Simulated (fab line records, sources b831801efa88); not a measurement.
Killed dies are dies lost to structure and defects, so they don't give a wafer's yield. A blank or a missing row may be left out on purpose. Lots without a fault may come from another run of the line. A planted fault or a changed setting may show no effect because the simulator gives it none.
fab line records | flow sky130
record lots=15 wafers=45 last_day=50
route steps=708 shown CONTACT@423 METAL1@448 VIA1@460
lots that met no fault: from a run of the same line without faults
start_h: hours from the record's first day to the start of the lot's first wafer shown | wait_h: hours since the lot's step before | " the same as in the row above | L1.1+2: a row that stands for several wafers | - no value, or no start given | * or withheld: withheld | < > ~ a bound
route shown NAME@n: a module of which the file shows steps, and the number in the route of the first | usual: mean/standard deviation of fault-free wafers | same: alike in all rows | chamber/n: place in a boat | sites: the reading at each site | _std_site: their standard deviation | _edge_site: outer sites' mean less inner sites' | radius_mm: how far each site lies from the wafer's centre | mask NAME#n: copy n | behind: the tool/chamber that last shaped the wafer | hold: why the lot was held/for how many hours/how that ended | device: the transistor (n, p or np) that didn't switch | end of line: the same wafers' tests at the end of the route | a step without rows: its recipe alone | killed: dies lost to structure and defects at the first sort, not the wafer's yield | map: a wafer's dies, x killed, . not, _ none there
set.NAME: the setting as run; set.NAME@STEP: as run at that earlier step | model.NAME: the simulator's own value behind a step, which no gauge read
steps of the route over a sample of lots; a table a step, a row a wafer
services: from which hour (start_h, from the record's first day; less than 0 if before it) a tool's chamber was out of use, for how many hours, and why
## steps
# step SKY_CONTACT_ETCH_17
# recipe target=SiO2 chemistry=C4F8/O2/Ar stop_on=Si3N4 mask_material=KrF-thick source_w=1500 bias_w=1200 pressure_mtorr=40 c4f8_flow_sccm=withheld O2_flow_sccm=6 Ar_flow_sccm=300 time_s=withheld target_depth_a=3400
# usual bias_w=1200/3.9 oes_product_au=0.891/0.0046
# columns lot.wafer tool chamber start_h wait_h bias_w oes_product_au
L327.2 rie_diel-01 1 728.71 0.0 1200 0.896
L327.3 " 3 " " 1205 0.890
L327.5 " 3 " " 1200 0.887
L328.2 rie_diel-04 1 743.24 0.0 1198 0.891
L328.3 " 2 " " 1206 0.892
L328.6 " 3 " " 1197 0.883
L329.3 rie_diel-03 3 782.94 0.0 1199 0.892
L329.4 " 0 " " 1203 0.886
L329.5 " 2 " " 1204 0.886
L332.1 rie_diel-04 1 800.81 0.0 1203 0.895
L332.3 " 2 " " 1196 0.890
L332.6 " 1 " " 1202 0.893
L333.1 rie_diel-04 0 809.14 0.0 1201 0.891
L333.5 " 0 " " 1199 0.889
L333.6 " 3 " " 1197 0.893
L334.3 rie_diel-03 0 812.77 0.0 1209 0.895
L334.4 " 2 " " 1199 0.889
L334.5 " 3 " " 1195 0.895
L336.3 rie_diel-04 2 818.34 0.0 1194 0.890
L336.5 " 3 " " 1202 0.893
L336.6 " 0 " " 1199 0.888
L335.3 rie_diel-03 0 818.51 0.0 1195 0.889
L335.4 " 1 " " 1196 0.880
L335.5 " 0 " " 1200 0.895
L338.1 rie_diel-04 1 834.06 0.0 1208 0.890
L338.2 " 2 " " 1204 0.897
L338.6 " 3 " " 1198 0.887
L341.1 rie_diel-04 2 852.29 0.0 1202 0.892
L341.5 " 0 " " 1204 0.888
L341.6 " 2 " " 1202 0.891
L342.1 rie_diel-04 3 859.14 0.0 1201 0.891
L342.2 " 0 " " 1195 0.890
L342.6 " 3 " " 1200 0.889
L343.1 rie_diel-03 2 861.86 0.0 1207 0.899
L343.3 " 0 " " 1196 0.892
L343.5 " 1 " " 1197 0.894
L344.1 rie_diel-04 1 870.44 0.0 1203 0.890
L344.3 " 3 " " 1196 0.895
L344.6 " 0 " " 1199 0.888
L345.1 rie_diel-03 2 875.46 0.0 1203 0.891
L345.3 " 0 " " 1209 0.892
L345.4 " 1 " " 1205 0.903
L349.1 rie_diel-03 3 906.81 0.0 1193 0.887
L349.2 " 1 " " 1204 0.885
L349.3 " 0 " " 1200 0.896
# step SKY_METAL1_DEVELOP_14
# recipe develop_time_s=60 resist=KrF-thick dev_temp_c=21
# usual chill_plate_temp_C=23.00/0.098 develop_time_s=60/0
# columns lot.wafer tool chamber start_h wait_h chill_plate_temp_C develop_time_s
L327.2 litho_track-04 0 757 - 23.00 60
L327.3 " 0 " " 23.13 60
L327.5 " 0 " " 22.97 60
L328.2 litho_track-02 0 771 - 22.94 60
L328.3 " 0 " " 22.95 60
L328.6 " 0 " " 23.01 60
L329.3 litho_track-04 0 811 - 22.99 60
L329.4 " 0 " " 22.95 60
L329.5 " 0 " " 22.91 60
L332.1 litho_track-03 0 828 - 23.03 60
L332.3 " 0 829 - 23.03 60
L332.6 " 0 " " 22.92 60
L333.1 litho_track-04 0 836 - 22.92 60
L333.5 " 0 " " 23.01 60
L333.6 " 0 " " 22.83 60
L334.3 litho_track-02 0 840 - 23.15 60
L334.4 " 0 " " 23.06 60
L334.5 " 0 " " 23.11 60
L336.3 litho_track-04 0 846 - 22.99 60
L336.5 " 0 " " 22.89 60
L336.6 " 0 " " 22.96 60
L335.3 litho_track-04 0 846 - 23.05 60
L335.4 " 0 " " 23.09 60
L335.5 " 0 " " 22.92 60
L338.1 litho_track-04 0 861 - 22.93 60
L338.2 " 0 " " 22.86 60
L338.6 " 0 " " 22.92 60
L341.1 litho_track-04 0 879 - 22.73 60
L341.5 " 0 " " 22.83 60
L341.6 " 0 " " 22.92 60
L342.1 litho_track-02 0 886 - 22.95 60
L342.2 " 0 " " 23.18 60
L342.6 " 0 " " 23.18 60
L343.1 litho_track-04 - 888 - - -
L343.3 " - " " - -
L343.5 " - " " - -
L344.1 litho_track-02 - 897 - - -
L344.3 " - " " - -
L344.6 " - " " - -
L345.1 litho_track-02 - 902 - - -
L345.3 " - 903 - - -
L345.4 " - " " - -
L349.1 litho_track-03 0 932 - 23.13 60
L349.2 " 0 " " 22.97 60
L349.3 " 0 " " 22.94 60
# step SKY_METAL1_DESCUM_17
# recipe chemistry=O2 source_power_w=150 bias_power_w=0 pressure_mtorr=10 temp_c=40 time_s=8
# usual drypump_motor_current_A=5.4/0.34 oes_product_au=1.004/0.0076
# columns lot.wafer tool chamber start_h wait_h drypump_motor_current_A oes_product_au rf_hours_counter_h
L327.2 rie_metal-04 0 757.74 0.0 5.9 0.996 14
L327.3 " 1 " " 5.3 1.001 -
L327.5 " 0 " " 5.9 0.991 -
L328.2 rie_metal-03 0 772.05 0.0 4.7 0.998 7
L328.3 " 0 " " 4.7 1.011 -
L328.6 " 0 " " 4.7 1.011 -
L329.3 rie_metal-04 1 811.86 0.0 5.3 1.002 -
L329.4 " 1 " " 5.3 1.005 -
L329.5 " 1 " " 5.3 1.000 -
L332.1 rie_metal-04 1 829.27 0.0 5.3 0.999 5
L332.3 " 1 " " 5.3 0.995 -
L332.6 " 1 " " 5.2 1.000 -
L333.1 rie_metal-04 1 836.59 0.0 5.2 1.006 5
L333.5 " 1 " " 5.2 1.008 -
L333.6 " 0 " " 5.9 1.008 -
L334.3 rie_metal-03 0 840.96 0.0 4.7 0.996 -
L334.4 " 1 " " 5.3 1.003 -
L334.5 " 1 " " 5.3 0.999 -
L336.3 rie_metal-02 0 846.46 0.0 5.5 1.015 -
L336.5 " 0 " " 5.5 1.003 -
L336.6 " 0 " " 5.5 1.006 -
L335.3 rie_metal-04 1 846.80 0.0 5.3 1.000 -
L335.4 " 0 " " 5.9 1.013 -
L335.5 " 1 " " 5.3 1.005 -
L338.1 rie_metal-02 1 861.34 0.0 5.6 1.015 0
L338.2 " 1 " " 5.7 1.013 -
L338.6 " 1 " " 5.7 1.009 -
L341.1 rie_metal-04 1 879.54 0.0 5.3 0.998 7
L341.5 " 0 " " 5.9 0.993 -
L341.6 " 1 " " 5.2 1.003 -
L342.1 rie_metal-03 0 887.00 0.0 4.8 1.010 11
L342.2 " 1 " " 5.4 1.010 6
L342.6 " 0 " " 4.8 0.999 -
L343.1 rie_metal-02 0 888.94 0.0 5.5 1.003 1
L343.3 " 1 " " 5.6 1.003 -
L343.5 " 0 " " 5.5 1.009 -
L344.1 rie_metal-04 0 897.90 0.0 5.9 0.995 3
L344.3 " 0 " " 5.9 1.002 -
L344.6 " 0 " " 5.9 1.011 -
L345.1 rie_metal-04 0 903.30 0.0 5.9 1.005 3
L345.3 " 1 " " 5.2 1.008 -
L345.4 " 0 " " 5.9 1.007 -
L349.1 rie_metal-02 0 933.02 0.0 5.5 1.012 2
L349.2 " 0 " " 5.5 0.997 -
L349.3 " 0 " " 5.5 0.998 -
# step SKY_VIA1_CMP_02
# recipe material=SiO2 down_force_psi=4 platen_rpm=60 pad_velocity_m_s=0.94248
# usual motor_current_A=11.2/0.96
# columns lot.wafer tool chamber start_h wait_h motor_current_A
L327.2 cmp-01 3 758.83 0.1 11.0
L327.3 " 0 " " 12.5
L327.5 " 3 " " 11.1
L328.3 cmp-01 3 773.11 0.1 11.6
L328.2 " 1 " " 11.4
L328.6 " 2 " " 9.0
L329.4 cmp-02 3 813.02 0.1 11.9
L329.3 " 0 " " 11.6
L329.5 " 2 " " 11.6
L332.1 cmp-02 1 830.45 0.1 11.5
L332.3 " 3 " " 11.2
L332.6 " 1 " " 10.8
L333.1 cmp-01 1 837.65 0.1 12.0
L333.5 " 3 " " 11.5
L333.6 " 0 " " 13.1
L334.3 cmp-01 2 841.94 0.0 9.6
L334.4 " 0 " " 12.6
L334.5 " 2 " " 8.8
L336.3 cmp-02 1 847.62 0.1 11.2
L336.5 " 0 " " 10.7
L336.6 " 1 " " 10.7
L335.3 cmp-01 3 847.76 0.1 11.3
L335.4 " 0 " " 12.6
L335.5 " 0 " " 12.4
L338.1 cmp-01 2 862.51 0.1 9.2
L338.2 " 3 " " 11.1
L338.6 " 3 " " 11.8
L341.1 cmp-02 0 880.63 0.2 10.8
L341.6 " 1 " " 11.3
L341.5 " 2 " " 11.4
L342.1 cmp-02 0 887.95 0.1 10.1
L342.2 " 3 " " 11.3
L342.6 " 1 " " 11.2
L349.1 cmp-02 2 934.25 0.1 11.1
L349.3 " 3 " " 11.4
L349.2 " 0 " " 11.2
## services
# columns tool chamber start_h hours kind
rie_diel-03 - 710.56 3.5 repair
rie_diel-01 - 733.04 2.8 pm
cmp-02 - 733.77 5.8 pm
cmp-02 - 744.00 4.0 pm
rie_diel-01 - 745.42 14.6 pm
rie_diel-04 2 754.72 5.6 repair
rie_diel-01 3 761.38 5.8 repair
cmp-02 - 800.81 1.5 repair
rie_metal-04 0 808.88 9.9 repair
rie_metal-03 1 815.70 1.3 repair
rie_diel-04 1 844.44 16.2 repair
rie_diel-03 2 851.01 8.0 repair
rie_metal-03 - 859.10 1.4 pm
rie_diel-01 0 878.28 12.3 repair
rie_diel-03 0 887.95 4.0 repair
cmp-01 - 894.05 0.2 repair
rie_diel-03 0 907.70 4.6 repair
rie_diel-04 3 910.51 33.5 repair
rie_diel-01 3 911.58 3.2 repair
cmp-01 - 912.13 4.0 pm
rie_diel-01 - 916.71 4.3 pm
rie_metal-03 - 927.07 0.5 repair
cmp-01 - 928.51 1.8 repair
rie_metal-02 1 932.22 12.3 repair
## key
first_sign step=SKY_METAL1_DEVELOP_14 reading=tool_record direction=missing
effect none on later readings
met_at SKY_METAL1_DEVELOP_14
struck_lots L343,L344,L345
later_rows_left_out L343.1,L343.3,L343.5,L344.1,L344.3,L344.6,L345.1,L345.3,L345.4
sort_left_out L343.1,L343.3,L343.5,L344.1,L344.3,L344.6,L345.1,L345.3,L345.4
not_acting_at SKY_CONTACT_ETCH_17,SKY_METAL1_DESCUM_17,SKY_VIA1_CMP_02
onset_between 886 888
fault kind=skipped_step_whole tool=litho_track-02,litho_track-04 chamber=- onset_h=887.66 steps=SKY_METAL1_DEVELOP_14 scope=struck_lots_only
# sort_left_out: the simulated sort isn't trusted on such a fault, so these wafers' sort isn't shown, and their yield isn't known
# later_rows_left_out: the simulator's readings of these wafers behind a module that went badly wrong aren't trusted and aren't shown, but for the sort
